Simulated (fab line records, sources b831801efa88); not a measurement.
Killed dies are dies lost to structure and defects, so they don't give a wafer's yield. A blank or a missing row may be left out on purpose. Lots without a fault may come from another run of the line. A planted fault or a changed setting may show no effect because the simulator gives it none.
Which tool did it? | flow gf180mcu | 8 lots, 24 wafers sampled, at 2 steps of a route of 602

WHAT THE GAUGES READ, wafer by wafer
GF_DNWELL_TW_MEAS_09.
lot  | measured    | on            | DNWELL_TW
L621 | day 2 18:56 | film_metro-04 | 1340 1335 1353
L622 | day 2 23:38 | film_metro-03 | 1340 1339 1338
L623 | day 3 06:45 | film_metro-01 | 1352 1358 1359
L624 | day 3 19:23 | film_metro-03 | 1333 1337 1339
L625 | day 3 19:25 | film_metro-01 | 1351 1353 1349
L627 | day 4 06:35 | film_metro-01 | 1356 1340 1347
L634 | day 5 14:29 | film_metro-03 | 2501 2491 2501
L635 | day 5 22:52 | film_metro-01 | 2525 2530 2527

WHICH TOOL RAN EACH LOT (tool, then ch and the chambers of the sampled wafers, then the start)
lot  | GF_DNWELL_IMPLANT_07
L621 | implanter-03 ch 0, day 2 18:43
L622 | implanter-03 ch 0, day 2 23:24
L623 | implanter-02 ch 0, day 3 06:30
L624 | implanter-03 ch 0, day 3 19:09
L625 | implanter-01 ch 0, day 3 19:10
L627 | implanter-01 ch 0, day 4 06:23
L634 | implanter-01 ch 0, day 5 14:16
L635 | implanter-03 ch 0, day 5 22:38
- GF_DNWELL_IMPLANT_07

WHAT THE TOOLS THEMSELVES READ (means of the sampled wafers that have a number; where no wafer has one, the mark that the record gives instead)
The record holds no such reading with a usual standard deviation.

THE ANSWER, worked out from the rows above alone
Rule: what is usual is taken from the lots themselves. Put in order of their means at a reading, lots are off if they are a third of the lots or fewer, leave a main group of 4 or more, and stand apart from it by a gap of 3 or more times the standard deviation of the main group's means; of several such gaps the widest counts. A main group whose means are all the same, to the digits that the tables above print for the reading, isn't used. A lot without any number at a reading at which 4 lots or more have one is off too. The other lots that the step has rows for count as sound. The gauges are gone through in route order, then the tools' own readings, and for those a lot's mean is taken as printed above. The first step at which some lot is off is used, and at that step the reading that is off furthest; a lot without a number counts as furthest.
Off: L634, L635, at GF_DNWELL_TW_MEAS_09 (DNWELL_TW). The main group: mean 1346, standard deviation 6.9.
A tool fits if, at a process step before that reading, it ran every lot that is off, and no sound lot after the first of them. The gauges at GF_DNWELL_TW_MEAS_09 are tried like those tools. None of those tried fits.

WHAT THE SIMULATOR HAD PUT IN
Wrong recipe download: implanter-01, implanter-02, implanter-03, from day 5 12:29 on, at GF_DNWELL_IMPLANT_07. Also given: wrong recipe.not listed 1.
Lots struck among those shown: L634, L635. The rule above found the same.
